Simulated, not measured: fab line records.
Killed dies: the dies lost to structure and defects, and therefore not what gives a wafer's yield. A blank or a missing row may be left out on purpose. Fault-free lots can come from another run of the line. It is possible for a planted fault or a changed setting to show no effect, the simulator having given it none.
Which tool did it? + flow sky130 + Sampling: 13 lots, 39 wafers, 5 of 708 route steps

== WHAT EACH GAUGE READ, for each wafer ==
SKY_GATE_OXIDE_OVL_MEAS_10.
| lot  | measured     | on         | GATE_OXIDE_OVL (nm) |
|------|--------------|------------|---------------------|
| L312 | day 13 14:28 | overlay-02 | 0.2 -1.2 0.2        |
| L313 | day 14 01:11 | overlay-02 | -2.4 -1.6 0.0       |
| L317 | day 15 04:28 | overlay-02 | 0.3 -1.8 1.0        |
| L321 | day 17 20:02 | overlay-02 | 2.9 3.5 1.9         |
| L322 | day 18 06:28 | overlay-02 | 1.2 1.8 1.4         |
| L326 | day 19 02:31 | overlay-01 | -0.2 -1.2 -0.7      |
| L328 | day 20 00:24 | overlay-02 | 0.0 0.4 -1.7        |
| L329 | day 20 08:33 | overlay-01 | -0.3 0.0 1.4        |
| L331 | day 20 14:37 | overlay-01 | 0.4 1.0 -1.0        |
| L333 | day 21 05:39 | overlay-01 | 0.2 0.4 -1.8        |
| L332 | day 21 06:16 | overlay-01 | 1.3 1.8 1.8         |
| L334 | day 21 14:33 | overlay-02 | 1.5 1.0 1.5         |
| L335 | day 21 18:51 | overlay-01 | 0.1 1.1 0.8         |

SKY_GATE_OXIDE_TW_MEAS_14.
| lot  | measured     | on           | GATE_OXIDE_TW     |
|------|--------------|--------------|-------------------|
| L312 | day 13 14:53 | filmMetro-02 | 222.1 220.2 221.8 |
| L313 | day 14 01:35 | filmMetro-04 | 223.6 223.6 223.7 |
| L317 | day 15 04:51 | filmMetro-01 | 225.5 226.2 225.1 |
| L321 | day 17 20:26 | filmMetro-01 | 190.4 191.4 191.2 |
| L322 | day 18 06:52 | filmMetro-01 | 189.7 191.9 191.5 |
| L326 | day 19 02:55 | filmMetro-04 | 224.2 223.8 221.5 |
| L328 | day 20 00:48 | filmMetro-02 | 222.3 220.3 221.7 |
| L329 | day 20 08:57 | filmMetro-04 | 225.7 224.3 224.9 |
| L331 | day 20 15:01 | filmMetro-02 | 221.9 221.5 221.9 |
| L333 | day 21 06:02 | filmMetro-01 | 225.5 225.2 223.6 |
| L332 | day 21 06:46 | filmMetro-02 | 223.6 221.7 222.8 |
| L334 | day 21 14:56 | filmMetro-04 | 223.3 224.3 223.9 |
| L335 | day 21 19:20 | filmMetro-01 | 225.1 225.7 225.2 |

SKY_POLY_GATE_THK_MEAS_01.
| lot  | measured     | on           | POLY_GATE_CVD_00_THK (nm) |
|------|--------------|--------------|---------------------------|
| L312 | day 13 21:14 | filmMetro-01 | 177.1 175.4 176.2         |
| L313 | day 14 04:57 | filmMetro-01 | 179.7 180.0 178.5         |
| L317 | day 15 09:45 | filmMetro-03 | 176.2 175.3 175.7         |
| L321 | day 18 00:08 | filmMetro-01 | 177.2 177.3 179.6         |
| L322 | day 18 10:44 | filmMetro-04 | 178.2 177.5 178.7         |
| L326 | day 19 06:31 | filmMetro-04 | 179.4 178.4 178.8         |
| L328 | day 20 03:45 | filmMetro-03 | 180.1 179.1 180.5         |
| L329 | day 20 12:24 | filmMetro-03 | 180.3 181.2 181.1         |
| L331 | day 20 17:52 | filmMetro-01 | 181.1 181.8 181.6         |
| L333 | day 21 09:16 | filmMetro-03 | 177.1 176.9 175.8         |
| L332 | day 21 10:29 | filmMetro-04 | 181.1 180.8 180.6         |
| L334 | day 21 17:47 | filmMetro-03 | 179.5 179.1 179.2         |
| L335 | day 21 22:11 | filmMetro-01 | 180.6 182.2 180.2         |

SKY_POLY_GATE_CD_MEAS_13: the cd target is 150 nm.
| lot  | measured     | on       | cdNm (nm)         |
|------|--------------|----------|-------------------|
| L312 | day 16 04:05 | cdSem-01 | 149.6 147.4 148.3 |
| L313 | day 16 15:16 | cdSem-02 | 150.1 150.8 152.0 |
| L317 | day 17 21:01 | cdSem-01 | 150.1 149.9 150.4 |
| L321 | day 20 15:51 | cdSem-01 | 148.3 150.3 149.8 |
| L322 | day 21 01:04 | cdSem-01 | 150.2 151.7 150.8 |
| L326 | day 21 21:09 | cdSem-01 | 151.1 151.4 150.2 |
| L328 | day 22 18:11 | cdSem-02 | 148.5 147.8 147.8 |
| L329 | day 23 04:56 | cdSem-02 | 148.3 148.5 147.0 |
| L331 | day 23 07:52 | cdSem-01 | 151.0 149.9 150.3 |
| L333 | day 23 23:28 | cdSem-02 | 152.5 153.6 152.8 |
| L332 | day 24 01:04 | cdSem-01 | 150.7 152.3 151.3 |
| L334 | day 24 09:28 | cdSem-01 | 148.4 147.6 149.0 |
| L335 | day 24 14:46 | cdSem-02 | 149.2 150.5 151.8 |

== WHICH TOOL RAN EACH LOT (tool, then ch and the chambers of the sampled wafers, then the start) ==
| lot  | SKY_GATE_OXIDE_IMPLANT_11       |
|------|---------------------------------|
| L312 | implanter-03 ch 0, day 13 14:32 |
| L313 | implanter-01 ch 0, day 14 01:15 |
| L317 | implanter-02 ch 0, day 15 04:30 |
| L321 | implanter-01 ch 0, day 17 20:07 |
| L322 | implanter-01 ch 0, day 18 06:32 |
| L326 | implanter-02 ch 0, day 19 02:35 |
| L328 | implanter-02 ch 0, day 20 00:26 |
| L329 | implanter-02 ch 0, day 20 08:37 |
| L331 | implanter-01 ch 0, day 20 14:41 |
| L333 | implanter-01 ch 0, day 21 05:41 |
| L332 | implanter-01 ch 0, day 21 06:20 |
| L334 | implanter-01 ch 0, day 21 14:35 |
| L335 | implanter-02 ch 0, day 21 18:53 |
- SKY_GATE_OXIDE_IMPLANT_11

== AS READ BY THE TOOLS THEMSELVES (means over the sampled wafers that have a number; for cases with no such wafer, the mark the record gives instead) ==
SKY_GATE_OXIDE_IMPLANT_11.
| lot  | tool         | doseIonsCm2 | faradayCurrentUA |
|------|--------------|-------------|------------------|
| L312 | implanter-03 | 2.6032e+12  | 14.6             |
| L313 | implanter-01 | 2.5990e+12  | 14.8             |
| L317 | implanter-02 | 2.6002e+12  | 14.6             |
| L321 | implanter-01 | 1.4568e+12  | 8.1              |
| L322 | implanter-01 | 1.4552e+12  | 8.3              |
| L326 | implanter-02 | 2.6030e+12  | 14.5             |
| L328 | implanter-02 | 2.5999e+12  | 14.6             |
| L329 | implanter-02 | 2.6021e+12  | 14.6             |
| L331 | implanter-01 | 2.6027e+12  | 14.7             |
| L333 | implanter-01 | 2.5981e+12  | 14.4             |
| L332 | implanter-01 | 2.6031e+12  | 14.6             |
| L334 | implanter-01 | 2.6040e+12  | 14.5             |
| L335 | implanter-02 | 2.5970e+12  | 14.8             |

== THE ANSWER, worked out from the rows above alone ==
Rule: usual is defined by the lots themselves. Put in order of their means at a reading, lots are off if they are a third of the lots or fewer, leave a main group of 4 or more, and stand apart from it by a gap of 3 or more times the standard deviation of the main group's means; of several such gaps the widest counts. The tables above print the reading to a certain number of digits; a main group whose means all agree to those digits is not used. A lot without any number at a reading at which 4 lots or more have one is off too. Where the step has rows for the other lots, those lots are counted as sound. After the gauges, taken in route order, come the tools' own readings; for these a lot's mean is taken, as printed above. The first step at which some lot is off is used, and at that step the reading that is off furthest; a lot without a number counts as furthest.
Off: at SKY_GATE_OXIDE_TW_MEAS_14 (GATE_OXIDE_TW), L321, L322. For the main group the mean is 223.5 and the standard deviation 1.5.
A tool fits if, at a process step before that reading, it ran every lot that is off, and no sound lot after the first of them. Not tried: the gauges at SKY_GATE_OXIDE_TW_MEAS_14; whatever is off there is also off at SKY_GATE_OXIDE_IMPLANT_11, on other tools, and gauge error can't account for it. None of those tried fits.

== WHAT THE SIMULATOR HAD PUT IN ==
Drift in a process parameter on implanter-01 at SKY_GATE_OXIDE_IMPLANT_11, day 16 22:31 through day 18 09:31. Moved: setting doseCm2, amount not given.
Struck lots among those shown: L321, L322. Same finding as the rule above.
